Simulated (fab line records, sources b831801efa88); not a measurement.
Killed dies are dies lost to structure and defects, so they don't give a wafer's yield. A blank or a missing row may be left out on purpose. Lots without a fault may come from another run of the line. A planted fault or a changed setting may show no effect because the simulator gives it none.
fab line records | flow sfq_line
record lots=6 wafers=18 last_day=92
route steps=325 shown M7@295 I7@296
lots that met no fault: from a run of the same line without faults
start_h: hours from the record's first day to the start of the lot's first wafer shown | wait_h: hours since the lot's step before | " the same as in the row above | L1.1+2: a row that stands for several wafers | - no value, or no start given | * or withheld: withheld | < > ~ a bound
route shown NAME@n: a module of which the file shows steps, and the number in the route of the first | usual: mean/standard deviation of fault-free wafers | same: alike in all rows | chamber/n: place in a boat | sites: the reading at each site | _std_site: their standard deviation | _edge_site: outer sites' mean less inner sites' | radius_mm: how far each site lies from the wafer's centre | mask NAME#n: copy n | behind: the tool/chamber that last shaped the wafer | hold: why the lot was held/for how many hours/how that ended | device: the transistor (n, p or np) that didn't switch | end of line: the same wafers' tests at the end of the route | a step without rows: its recipe alone | killed: dies lost to structure and defects at the first sort, not the wafer's yield | map: a wafer's dies, x killed, . not, _ none there
set.NAME: the setting as run; set.NAME@STEP: as run at that earlier step | model.NAME: the simulator's own value behind a step, which no gauge read
lots at some steps of the route; a table a step, a row a wafer
services: from which hour (start_h, from the record's first day; less than 0 if before it) a tool's chamber was out of use, for how many hours, and why
## steps
# step SFQ_TRILAYER_M7_STRIP_SOLV_CLEAN_182
# recipe chemistry=NMP temp_c=70 time_s=600
# step SFQ_TRILAYER_I7_DEP_PECVD_183
# recipe material=SiO2 temp_c=150 time_s=111.11 pressure_torr=2.4 rf_w=183.3 precursor=SiH4/N2O target_thk_nm=500
# usual heater_power_w=74/10 susceptor_temp_C=150.02/0.15 throttle_valve_pct=24.3/1.5
# columns lot.wafer tool chamber start_h wait_h heater_power_w susceptor_temp_C throttle_valve_pct
L159.2 pecvd-01 0 1926.45 0.0 81 150.11 25.1
L159.4 " 2 " " 88 150.25 26.0
L159.6 " 0 " " 84 150.10 25.1
L161.1 pecvd-02 0 2014.45 0.0 84 149.82 23.9
L161.3 " 0 " " 87 150.10 24.0
L161.6 " 0 " " 72 150.03 24.0
L164.2 pecvd-01 2 2081.82 0.0 79 150.41 26.3
L164.5 " 2 " " 81 150.17 26.6
L164.6 " 0 " " 82 150.47 25.4
L169.2 pecvd-04 1 2097.87 0.0 86 149.88 23.7
L169.3 " 0 " " 67 149.87 22.7
L169.4 " 1 " " 88 149.89 23.5
L174.1 pecvd-01 0 2113.29 0.0 81 150.05 25.6
L174.2 " 1 " " 73 150.00 25.4
L174.4 " 0 " " 83 150.15 25.6
L175.3 pecvd-04 1 2115.71 0.0 83 149.92 23.5
L175.4 " 1 " " 87 149.91 23.4
L175.5 " 2 " " 63 150.00 22.5
# step SFQ_TRILAYER_I7_CMP_CMP_184
# recipe material=SiO2 down_force_psi=3 platen_rpm=60 pad_velocity_m_s=0.94248
# usual head_pressure_psi=3.000/0.0061 motor_current_A=10.3/0.72 platen_rpm=60.00/0.041 time_to_endpoint_s=213/6.5
# columns lot.wafer tool chamber start_h wait_h head_pressure_psi motor_current_A platen_rpm time_to_endpoint_s
L159.2 cmp-01 2 1930.11 3.6 3.004 11.6 60.03 216
L159.4 " 3 " " 3.003 10.0 59.97 211
L159.6 " 2 1932.11 5.6 3.001 11.5 60.02 211
L161.1 cmp-02 3 2015.06 0.6 2.992 10.9 59.99 215
L161.3 " 1 2016.06 1.5 3.003 9.5 59.92 213
L161.6 " 3 2017.06 2.5 2.995 10.9 59.99 222
L164.2 cmp-02 1 2081.90 0.0 3.001 9.3 59.96 213
L164.6 " 1 2083.90 2.0 2.996 9.3 59.92 202
L164.5 " 2 " " 3.001 9.6 59.97 214
L169.4 cmp-02 1 2097.95 0.0 2.999 9.5 59.98 213
L169.2 " 3 2098.95 1.0 3.001 11.2 60.01 213
L169.3 " 0 " " 3.001 9.8 59.99 213
L174.4 cmp-01 1 2113.37 0.0 3.012 9.5 59.97 216
L174.1 " 2 " " 2.999 11.6 59.96 218
L174.2 " 0 2114.87 1.5 3.000 10.6 59.99 221
L175.4 cmp-01 1 2116.37 0.6 2.994 10.2 60.00 216
L175.3 " 3 2117.37 1.6 3.004 10.2 60.05 213
L175.5 " 2 2118.87 3.1 2.997 11.2 60.05 223
# step SFQ_I7_BOW_MEAS_946
# recipe mode=bow
# usual I7_BOW=7/7.8
# columns lot.wafer tool chamber start_h wait_h I7_BOW[um]
L159.2 film_metro-03 - 1932.63 2.0 9
L159.4 " - " " 1
L159.6 " - " " -2
L161.1 film_metro-01 - 2017.56 2.0 13
L161.3 " - " " 6
L161.6 " - " " 2
L164.2 film_metro-03 - 2084.92 2.5 -2
L164.5 " - " " -4
L164.6 " - " " 5
L169.2 film_metro-01 - 2100.97 1.5 11
L169.3 " - " " 13
L169.4 " - " " 6
L174.1 film_metro-01 - 2116.37 2.0 0
L174.2 " - " " -7
L174.4 " - " " 3
L175.3 film_metro-03 - 2119.41 1.5 6
L175.4 " - " " 10
L175.5 " - " " 4
# step SFQ_TRILAYER_I7_METRO_MEASURE_185
# usual thk_nm=199.5/1.1
# columns lot.wafer tool chamber start_h wait_h thk_nm
L159.2 film_metro-03 - 1932.93 0.3 200.7
L159.4 " - " " 200.2
L159.6 " - " " 201.0
L161.1 film_metro-01 - 2017.68 0.1 200.2
L161.3 " - " " 198.7
L161.6 " - " " 201.4
L164.2 film_metro-03 - 2085.22 0.3 199.0
L164.5 " - " " 198.3
L164.6 " - " " 198.4
L169.2 film_metro-01 - 2101.27 0.3 200.9
L169.3 " - " " 200.4
L169.4 " - " " 198.5
L174.1 film_metro-01 - 2116.49 0.1 202.6
L174.2 " - " " 199.1
L174.4 " - " " 201.1
L175.3 film_metro-03 - 2119.89 0.5 198.4
L175.4 " - " " 199.1
L175.5 " - " " 199.1
# step SFQ_TRILAYER_I7_VIA_LITHO_COAT_192
# recipe resist=BARC spin_rpm=3000 resist_thk_nm=62
# step SFQ_TRILAYER_I7_VIA_LITHO_COAT_187
# recipe resist=KrF spin_rpm=3000 resist_thk_nm=650
# step SFQ_TRILAYER_I7_VIA_LITHO_SOFTBAKE_191
# recipe temp_c=withheld time_s=withheld resist=KrF
# step SFQ_TRILAYER_I7_VIA_LITHO_EXPOSE_188
# recipe mask_id=I7 na=0.6 source_shape=conventional sigma_outer=0.65 target_cd_nm=1000 dose_mj=21.3
# step SFQ_TRILAYER_I7_VIA_LITHO_PEB_190
# recipe peb_temp_c=115 peb_time_s=60 resist=KrF
# step SFQ_TRILAYER_I7_VIA_LITHO_DEVELOP_189
# recipe time_s=60 resist=KrF
# step SFQ_I7_OVL_MEAS_947
# usual I7_OVL=-2/5.5
# columns lot.wafer tool chamber start_h wait_h I7_OVL[nm]
L159.2 overlay-02 - 1942.34 0.1 -1
L159.4 " - " " 4
L159.6 " - " " 1
L161.1 overlay-01 - 2106.30 0.1 -1
L161.3 " - " " 4
L161.6 " - " " -5
L164.2 overlay-02 - 2174.70 0.1 2
L164.5 " - " " 5
L164.6 " - " " 5
L169.2 overlay-01 - 2191.63 0.1 -7
L169.3 " - " " -5
L169.4 " - " " -3
L174.1 overlay-01 - 2202.42 0.1 -5
L174.2 " - " " 7
L174.4 " - " " 1
L175.3 overlay-02 - 2204.84 0.1 -9
L175.4 " - " " -11
L175.5 " - " " -7
# step SFQ_TRILAYER_I7_VIA_BARC_OPEN_VIA_ETCH_260
# recipe mask_material=PR chemistry=O2 target_depth_nm=125 target=BARC source_w=500 bias_w=80 pressure_mtorr=30 time_s=41.7
# usual drypump_motor_current_A=5.7/0.34 oes_product_au=0.685/0.0047 run_length_s=69.9/0.46
# columns lot.wafer tool chamber start_h wait_h drypump_motor_current_A oes_product_au rf_hours_counter_h run_length_s model.KrF_of_TRILAYER_I7_VIA_LITHO_COAT_187.thk_nm
L159.2 rie_diel-01 2 1942.37 0.0 5.7 0.685 9 70.2 572
L159.4 " 0 " " 5.9 0.683 - 70.4 573.7
L159.6 " 1 " " 6.0 0.683 - 70.5 573.8
L161.1 rie_diel-02 1 2106.33 0.0 5.3 0.685 0 69.3 573.1
L161.3 " 0 " " 5.9 0.680 14 69.4 572.9
L161.6 " 1 " " 5.4 0.680 - 69.6 572.3
L164.2 rie_diel-02 2 2174.73 0.0 5.9 0.808 9 61.3 582.2
L164.5 " 0 " " 5.8 0.811 - 60.6 580.6
L164.6 " 1 " " 5.4 0.684 - 69.2 570.2
L169.2 rie_diel-02 1 2191.66 0.0 5.4 0.816 1 60.9 582.9
L169.3 " 2 " " 6.0 0.685 10 69.8 571.5
L169.4 " 0 " " 5.9 0.814 15 60.7 579.3
L174.1 rie_diel-04 0 2202.46 0.0 5.9 0.684 6 69.5 570.8
L174.2 " 3 " " 5.7 0.685 8 70.3 571.1
L174.4 " 1 " " 5.2 0.688 8 69.9 573.6
L175.3 rie_diel-01 3 2204.86 0.0 4.8 0.687 3 70.0 570.9
L175.4 " 2 " " 5.7 0.686 12 70.3 571.1
L175.5 " 2 " " 5.7 0.694 - 70.3 569.9
# step SFQ_TRILAYER_I7_VIA_ETCH_VIA_ETCH_190
# recipe target=SiO2 stop_on=Nb mask_material=PR taper_deg=20 chemistry=CHF3 target_depth_nm=260 source_w=500 bias_w=80 pressure_mtorr=30 time_s=withheld
# usual drypump_motor_current_A=5.7/0.34 oes_product_au=0.853/0.0051
# columns lot.wafer tool chamber start_h wait_h drypump_motor_current_A oes_product_au model.KrF_of_TRILAYER_I7_VIA_LITHO_COAT_187.thk_nm
L159.2 rie_diel-01 2 1942.41 0.0 5.7 0.848 526.7
L159.4 " 0 " " 5.9 0.856 529.6
L159.6 " 1 " " 6.1 0.857 529
L161.1 rie_diel-02 1 2106.37 0.0 5.4 0.857 528.4
L161.3 " 0 " " 5.9 0.847 527.4
L161.6 " 1 " " 5.4 0.867 527.8
L164.2 rie_diel-02 2 2174.77 0.0 6.0 0.854 538.2
L164.5 " 0 " " 5.8 0.845 536.2
L164.6 " 1 " " 5.3 0.850 525.7
L169.2 rie_diel-02 1 2191.70 0.0 5.3 0.854 539.1
L169.3 " 2 " " 6.0 0.853 527.6
L169.4 " 0 " " 5.9 0.850 535.2
L174.1 rie_diel-04 0 2202.50 0.0 5.8 0.859 525.8
L174.2 " 3 " " 5.6 0.849 525.9
L174.4 " 1 " " 5.2 0.847 529.6
L175.3 rie_diel-01 3 2204.90 0.0 4.8 0.855 524.4
L175.4 " 2 " " 5.7 0.856 525.7
L175.5 " 2 " " 5.7 0.854 524.4
# step SFQ_TRILAYER_I7_VIA_STRIP_STRIP_191
# recipe gas=O2 power_w=200 platen_temp_c=40 overash_fraction=0.65 chemistry=O2 pressure_mtorr=50
# usual drypump_motor_current_A=5.48/0.29 oes_product_au=0.999/0.011
# columns lot.wafer tool chamber start_h wait_h drypump_motor_current_A oes_product_au rf_hours_counter_h
L159.2 rie_metal-01 0 1942.52 - 5.27 0.971 91
L159.4 " 0 " " 5.28 0.979 -
L159.6 " 1 " " 5.99 1.009 -
L161.1 rie_metal-04 0 2106.49 - 5.40 1.006 82
L161.3 " 1 " " 5.46 1.008 -
L161.6 " 0 " " 5.40 1.010 -
L164.2 rie_metal-03 1 2174.89 - 5.19 0.997 15
L164.5 " 0 " " 5.94 1.005 -
L164.6 " 1 " " 5.16 0.997 -
L169.2 rie_metal-03 1 2191.81 - 5.18 0.994 17
L169.3 " 0 " " 5.93 1.002 -
L169.4 " 1 " " 5.15 0.988 -
L174.1 rie_metal-01 0 2202.61 - 5.26 0.964 122
L174.2 " 0 " " 5.26 0.982 -
L174.4 " 0 " " 5.28 0.971 -
L175.3 rie_metal-04 0 2205.21 - 5.41 1.002 -
L175.4 " 1 " " 5.48 1.004 -
L175.5 " 0 " " 5.39 0.993 -
## services
# columns tool chamber start_h hours kind
rie_diel-01 0 1909.64 13.7 repair
rie_diel-02 - 1912.69 0.7 repair
film_metro-03 - 1916.32 1.0 pm
rie_diel-01 3 1921.06 10.1 repair
rie_diel-02 0 1921.37 12.4 repair
cmp-01 - 1933.96 4.1 repair
pecvd-01 0 1939.76 3.2 repair
cmp-01 - 1945.24 4.0 pm
cmp-01 - 1958.24 4.9 pm
film_metro-03 - 1959.42 0.9 pm
rie_diel-01 2 1960.00 1.4 repair
pecvd-01 - 1961.67 1.5 repair
film_metro-01 - 1964.70 2.2 pm
rie_diel-01 1 1969.71 2.7 repair
cmp-02 - 1973.92 2.4 repair
rie_diel-01 2 1998.32 13.6 repair
rie_diel-02 0 1999.58 1.2 repair
rie_diel-01 3 2014.42 8.5 repair
rie_diel-02 3 2043.43 9.7 repair
rie_diel-01 2 2097.96 7.3 repair
rie_diel-01 3 2100.14 2.7 repair
rie_diel-02 0 2120.64 7.4 repair
rie_diel-02 - 2139.85 0.6 repair
rie_diel-01 - 2173.36 2.8 pm
## key
first_sign step=SFQ_TRILAYER_I7_VIA_BARC_OPEN_VIA_ETCH_260 reading=oes_product_au direction=up sigmas=27 usual=0.685 struck=0.812
effect step=SFQ_TRILAYER_I7_VIA_BARC_OPEN_VIA_ETCH_260 reading=run_length_s direction=down sigmas=20 usual=* struck=*
model_effect step=SFQ_TRILAYER_I7_VIA_BARC_OPEN_VIA_ETCH_260 value=KrF_of_TRILAYER_I7_VIA_LITHO_COAT_187.thk_nm without=570.8 struck=581.2
model_effect step=SFQ_TRILAYER_I7_VIA_ETCH_VIA_ETCH_190 value=KrF_of_TRILAYER_I7_VIA_LITHO_COAT_187.thk_nm without=526.7 struck=537.2
met_at SFQ_TRILAYER_I7_VIA_BARC_OPEN_VIA_ETCH_260
struck_wafers L164.2,L164.5,L169.2,L169.4
onset_between 2106.33 2174.73
fault kind=process_parameter_drift tool=rie_diel-02 chamber=- onset_h=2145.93 steps=SFQ_TRILAYER_I7_VIA_BARC_OPEN_VIA_ETCH_260 channel=time_s offset=* shape=step end_h=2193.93 scope=struck_wafers_only acts_in=* stated=*
